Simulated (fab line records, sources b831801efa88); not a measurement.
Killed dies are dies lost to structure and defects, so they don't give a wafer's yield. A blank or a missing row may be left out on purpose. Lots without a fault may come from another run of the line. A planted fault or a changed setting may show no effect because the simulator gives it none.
A struck lot beside a sound one | flow sky130 | 17 steps out of a route of 708
Sound: wafers L269.1, L269.2, L269.3. Struck: wafers L263.2, L263.4, L263.6. The cause comes at the end.
At each step with rows: each side's tool, then ch and its chambers, then its first start. Under that, the readings that differ: sound wafers | struck wafers | difference of the means | sigmas: that difference in standard deviations of wafers without a fault.
alike: readings whose means differ by less than 2 such deviations, and words and numbers that are the same on both sides. not compared: withheld readings, readings that some wafer has no value for, bounds like >300 that may hide the same value, and numbers for which the record gives no deviation and whose values overlap.
The two part at a step that has a row with sigmas, a row that says differs or no value, or rows on one side only. Numbers that don't overlap but have no deviation are shown without sigmas and don't part them. A reading that every wafer of one side lacks parts them only if that side has two wafers or more.

SKY_VT_ADJUST_HVTR_OVL_MEAS_08:
  sound on overlay-01, day 13 23:29; struck on overlay-01, day 12 17:08
  alike: VT_ADJUST_HVTR_OVL
then, 1 step without rows for these wafers: SKY_VT_ADJUST_HVTR_IMPLANT_09.
SKY_VT_ADJUST_HVTR_STRIP_10: strips in O2/N2.
  sound on plasma_asher-03 ch 0,1, day 13 23:40; struck on plasma_asher-03 ch 0,1, day 12 17:19
  alike: drypump_motor_current_A, oes_product_au, strip_time_to_endpoint_s
  not compared: rf_hours_counter_h
SKY_VT_ADJUST_HVTR_TW_MEAS_11:
  sound on film_metro-02, day 13 23:46; struck on film_metro-04, day 12 17:25
  alike: VT_ADJUST_HVTR_TW
then, 7 steps without rows for these wafers: SKY_VT_ADJUST_PCH_DEHYDRATE_00 (time 60 s); SKY_VT_ADJUST_PCH_HMDS_01 (prime time 60 s); SKY_VT_ADJUST_PCH_COAT_02 (resist thk 3000 nm); SKY_VT_ADJUST_PCH_SOFTBAKE_03; SKY_VT_ADJUST_PCH_EXPOSE_04 (exposes mask NWM, target cd 840 nm); SKY_VT_ADJUST_PCH_PEB_05; SKY_VT_ADJUST_PCH_DEVELOP_06 (develop time 60 s).
SKY_VT_ADJUST_PCH_OVL_MEAS_07:
  sound on overlay-01, day 15 01:33; struck on overlay-01, day 13 18:34
  alike: VT_ADJUST_PCH_OVL
SKY_VT_ADJUST_PCH_IMPLANT_08:
  sound on implanter-03 ch 0, day 15 01:35; struck on implanter-02 ch 0, day 13 18:37
  reading            | sound                         | struck                       | difference | sigmas
  dose_ions_cm2      | 5.003e+11 5.002e+11 5.002e+11 | 6.62e+11 6.626e+11 6.622e+11 | +1.62e+11  | +99 or more
  faraday_current_uA | 2.90 2.84 2.84                | 3.76 3.59 3.76               | +0.84      | +13
SKY_VT_ADJUST_PCH_STRIP_09: strips in O2/N2.
  sound on plasma_asher-02 ch 0,1, day 15 01:44; struck on plasma_asher-02 ch 0,1, day 13 18:45
  alike: drypump_motor_current_A, oes_product_au, strip_time_to_endpoint_s
  not compared: rf_hours_counter_h
SKY_VT_ADJUST_PCH_TW_MEAS_10:
  sound on film_metro-02, day 15 01:50; struck on film_metro-03, day 13 18:52
  reading          | sound             | struck            | difference | sigmas
  VT_ADJUST_PCH_TW | 141.8 141.2 141.4 | 155.8 155.8 156.6 | +14.6      | +13
then, 1 step without rows for these wafers: SKY_SONOS_TUNNEL_DEHYDRATE_00 (time 60 s).
-- the record jumps here: 35 days lie between the struck wafers' starts before and after (it left off in module SONOS_TUNNEL and takes up again in module PAD_OPEN, whose first step shown is number 708 of the route) --
SKY_PAD_OPEN_PROBE_99:
  sound on prober-02, day 49 09:53; struck on prober-02, day 48 17:19
  reading                                   | sound                   | struck                  | difference | sigmas
  killed_at_front_end                       | 27 23 24                | 20 14 11                | -10        | -2
  model.etest.pfet_01v8_lvt.drive_ua_um     | 172.5 171.7 173.5       | 180 179.9 180.8         | +8         |
  model.etest.pfet_g5v0d10v5.off_log10_a_um | -12.43 -12.35 -12.49    | -11.97 -11.86 -11.79    | +0.55      |
  model.etest.pfet_01v8_lvt.off_log10_a_um  | -8.948 -8.991 -8.908    | -8.188 -8.201 -8.302    | +0.719     |
  model.etest.pfet_g5v0d10v5.vt_sat_v (V)   | -0.6327 -0.6125 -0.6307 | -0.5747 -0.5728 -0.5715 | +0.0523    |
  model.etest.pfet_16v.vt_v (V)             | -1.075 -1.088 -1.071    | -1.026 -1.028 -1.016    | +0.055     |
  model.etest.pfet_g5v0d10v5.vt_v (V)       | -0.8223 -0.8035 -0.8221 | -0.7847 -0.7835 -0.7811 | +0.0329    |
  model.etest.pfet_g5v0d10v5.vt_long_v (V)  | -0.9105 -0.9161 -0.9077 | -0.8705 -0.8696 -0.8618 | +0.0441    |
  model.etest.pfet_01v8_lvt.vt_sat_v (V)    | -0.4505 -0.4519 -0.4406 | -0.3853 -0.3905 -0.3833 | +0.0613    |
  alike: killed_at_M0_to_M3, killed_at_M4_up, killed_at_contacts, killed_at_other, killed_dies, killed_open, killed_short

WHERE THEY PART
First at SKY_VT_ADJUST_PCH_IMPLANT_08; last, within this record, at SKY_PAD_OPEN_PROBE_99.

WHY: what the simulator had put in
Process parameter drift: implanter-02, from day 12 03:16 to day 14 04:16, at SKY_VT_ADJUST_PCH_IMPLANT_08. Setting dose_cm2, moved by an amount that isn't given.
